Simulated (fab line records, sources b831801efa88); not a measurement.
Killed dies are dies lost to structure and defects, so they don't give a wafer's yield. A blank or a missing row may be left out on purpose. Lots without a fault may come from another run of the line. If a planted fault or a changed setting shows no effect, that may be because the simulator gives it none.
Which tool is to blame? ; flow sfq-line ; Sampling: 15 lots, 45 wafers, 2 of 325 route steps

WHAT THE GAUGES READ, wafer by wafer
SFQ_M0_RS_MEAS_904: measurement is done with a four-point probe.
lot;measured;on;M0_NB_RS (ohm/sq)
L823;day 6 22:50;film-metro-02;0.884 0.888 0.896
L824;day 7 10:16;film-metro-02;0.863 0.878 0.870
L825;day 7 14:13;film-metro-01;0.899 0.884 0.885
L826;day 8 07:14;film-metro-02;0.893 0.868 0.897
L828;day 8 23:04;film-metro-03;0.914 0.911 0.896
L829;day 9 02:40;film-metro-02;0.895 0.882 0.893
L832;day 9 14:28;film-metro-01;- - -
L833;day 9 19:17;film-metro-03;- - -
L834;day 10 00:41;film-metro-03;- - -
L839;day 12 08:13;film-metro-02;0.885 0.877 0.881
L842;day 13 10:27;film-metro-02;0.888 0.892 0.880
L843;day 13 22:25;film-metro-01;0.888 0.881 0.890
L844;day 14 10:08;film-metro-03;0.884 0.870 0.869
L845;day 14 14:57;film-metro-03;0.885 0.876 0.876
L846;day 14 22:09;film-metro-02;0.879 0.871 0.878

EACH LOT AND THE TOOL THAT RAN IT (in order: tool; ch and the chambers of the sampled wafers; start)
lot;SFQ_TRILAYER_M0_DEP_SPUTTER_019
L823;pvd-sputter-04, day 6 22:45
L824;pvd-sputter-05, day 7 10:09
L825;pvd-sputter-06, day 7 14:08
L826;pvd-sputter-05, day 8 07:08
L828;pvd-sputter-06, day 8 22:58
L829;pvd-sputter-06, day 9 02:34
L832;pvd-sputter-06, day 9 14:23
L833;pvd-sputter-05, day 9 19:11
L834;pvd-sputter-06, day 10 00:35
L839;pvd-sputter-05, day 12 08:05
L842;pvd-sputter-04, day 13 10:19
L843;pvd-sputter-04, day 13 22:19
L844;pvd-sputter-05, day 14 10:02
L845;pvd-sputter-05, day 14 14:50
L846;pvd-sputter-05, day 14 22:02
- SFQ_TRILAYER_M0_DEP_SPUTTER_019: material Nb, target thk 200 nm, time 133.3 s.

AS READ BY THE TOOLS THEMSELVES (means over the sampled wafers that have a number; for cases with no such wafer, the mark the record gives instead)
SFQ_TRILAYER_M0_DEP_SPUTTER_019.
lot;tool;base-pressure-pa (Pa);cathode-dc-power-W (W);throttle-valve-pct (%)
L823;pvd-sputter-04;1.33e-06;2000.0;29.6
L824;pvd-sputter-05;1.37e-06;1999.7;29.5
L825;pvd-sputter-06;1.26e-06;2000.2;29.8
L826;pvd-sputter-05;1.41e-06;2000.0;29.7
L828;pvd-sputter-06;1.26e-06;1999.8;28.9
L829;pvd-sputter-06;1.29e-06;2000.2;29.8
L832;pvd-sputter-06;-;-;-
L833;pvd-sputter-05;-;-;-
L834;pvd-sputter-06;-;-;-
L839;pvd-sputter-05;1.29e-06;1999.9;28.6
L842;pvd-sputter-04;1.36e-06;2000.0;29.6
L843;pvd-sputter-04;1.31e-06;1999.6;29.5
L844;pvd-sputter-05;1.34e-06;2000.1;29.0
L845;pvd-sputter-05;1.32e-06;1999.8;29.3
L846;pvd-sputter-05;1.17e-06;2000.1;29.1

THE ANSWER, worked out from the rows above alone
Rule: the usual values come from the lots themselves. The widest of any qualifying gaps counts: lots, ordered by their means at a reading, are off when they make up no more than a third of the lots, leave a main group of 4 or more, and stand apart from it by 3 or more times the standard deviation of that group's means. The tables above print the reading to a certain number of digits; a main group whose means all agree to those digits is not used. Also off: a lot with no number at a reading for which 4 or more lots have one. All remaining lots with rows at the step are treated as sound. Order of review: gauges by route order, followed by the tools' own readings, for which a lot's mean as printed above is used. The first step at which some lot is off is used, and at that step the reading that is off furthest; a lot without a number counts as furthest.
Off: L832, L833, L834, at SFQ_M0_RS_MEAS_904 (M0_NB_RS). Without a number there: L832, L833, L834. The main group has a mean of 0.885 ohm/sq with a standard deviation of 0.0092.
If a tool, at a process step before that reading, ran all the lots that are off and no sound lot after the first of them, it fits. Not tried: the gauges at SFQ_M0_RS_MEAS_904; whatever is off there is also off at SFQ_TRILAYER_M0_DEP_SPUTTER_019, on other tools, and gauge error can't account for it. Of those tried, none fits.

WHAT WAS PUT IN BY THE SIMULATOR
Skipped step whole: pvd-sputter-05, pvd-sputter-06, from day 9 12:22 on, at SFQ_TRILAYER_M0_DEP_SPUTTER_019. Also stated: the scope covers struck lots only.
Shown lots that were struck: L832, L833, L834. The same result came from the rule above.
